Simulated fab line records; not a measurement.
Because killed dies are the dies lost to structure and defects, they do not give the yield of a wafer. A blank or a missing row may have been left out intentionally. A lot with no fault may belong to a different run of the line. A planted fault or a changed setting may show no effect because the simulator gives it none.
Check of tool commonality	flow sky130	11 lots and 32 wafers in the sample

REASON FOR OPENING
2 of 11 lots carry a flag on the reading VIA1_W_RS at SKY_VIA1_RS_MEAS_22. No-fault wafers: 0.424 ohm/sq, standard deviation 0.0072.
Rule: flag the lot when none of its wafers has a number, or when each of its wafers that has one lies beyond 4 standard deviations from that mean. As for the other lots, they are considered sound.

lot	measured	on	VIA1_W_RS (ohm/sq), wafer by wafer	flag
L414	day 33 22:25	film_metro-04	0.421 0.424 0.419	
L415	day 34 01:51	film_metro-04	0.418 0.420 0.427	
L416	day 34 07:27	film_metro-02	0.413 0.435 0.433	
L417	day 35 00:59	film_metro-02	0.426 0.419 0.427	
L424	day 37 05:48	film_metro-02	0.705 0.691	FLAGGED
L425	day 37 15:30	film_metro-04	0.670 0.672 0.685	FLAGGED
L426	day 37 18:26	film_metro-02	0.425 0.427 0.424	
L430	day 39 10:23	film_metro-04	0.433 0.422 0.418	
L432	day 39 17:34	film_metro-02	0.426 0.432 0.426	
L436	day 40 16:10	film_metro-04	0.429 0.427 0.423	
L437	day 41 11:02	film_metro-04	0.423 0.430 0.431	
On average the flagged lots' numbers are 0.685 ohm/sq, which is +0.261 ohm/sq against the usual, or +36 standard deviations.

TOOL THAT RAN EACH LOT
The record holds 1 process step before the reading, out of a route of 708 steps. Cell contents, in order: the tool; ch with the chambers the sampled wafers went through; the start.
lot	flag	SKY_VIA1_CVD_21
L414		cvd_w-01 ch 0,1, day 33 22:20
L415		cvd_w-01 ch 0,1, day 34 01:46
L416		cvd_w-02 ch 0,1, day 34 07:22
L417		cvd_w-01 ch 0,1, day 35 00:53
L424	FLAGGED	cvd_w-01 ch 0, day 37 05:41
L425	FLAGGED	cvd_w-01 ch 0,1, day 37 15:24
L426		cvd_w-02 ch 1, day 37 18:21
L430		cvd_w-02 ch 0,1, day 39 10:17
L432		cvd_w-02 ch 1, day 39 17:28
L436		cvd_w-02 ch 0,1, day 40 16:04
L437		cvd_w-02 ch 0,1, day 41 10:57
What these steps do:
- SKY_VIA1_CVD_21: deposits W, target thk 270 nm, time 80.902 s.
- SKY_VIA1_RS_MEAS_22: measures by four-point-probe.

FLAGGED OVER TOTAL, TOOL BY TOOL (the gauges that took the reading come last)
step	tool	lots run	flagged	share of the flagged lots	sound lots run after its first flagged lot
SKY_VIA1_CVD_21	cvd_w-01	5	2	all	0
SKY_VIA1_CVD_21	cvd_w-02	6	0	none	-
SKY_VIA1_RS_MEAS_22	film_metro-02	5	1	some	2 (L426,L432)
SKY_VIA1_RS_MEAS_22	film_metro-04	6	1	some	3 (L430,L436,L437)

WHAT THE TABLE PERMITS
1 row of the table ran every flagged lot: cvd_w-01 at SKY_VIA1_CVD_21.
- cvd_w-01 at SKY_VIA1_CVD_21 ran 5 lots, 2 of them flagged. It ran its last sound lot, L417, at day 35 00:53 and its first flagged lot, L424, at day 37 05:41: a fault with its onset between the two fits.
One tool is left: cvd_w-01 at SKY_VIA1_CVD_21.

WHAT THE SIMULATOR PUT IN
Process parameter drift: cvd_w-01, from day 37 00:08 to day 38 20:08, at SKY_VIA1_CVD_21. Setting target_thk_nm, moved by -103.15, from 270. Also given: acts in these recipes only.
Lots struck among those shown: L424, L425. Same finding as the rule above.
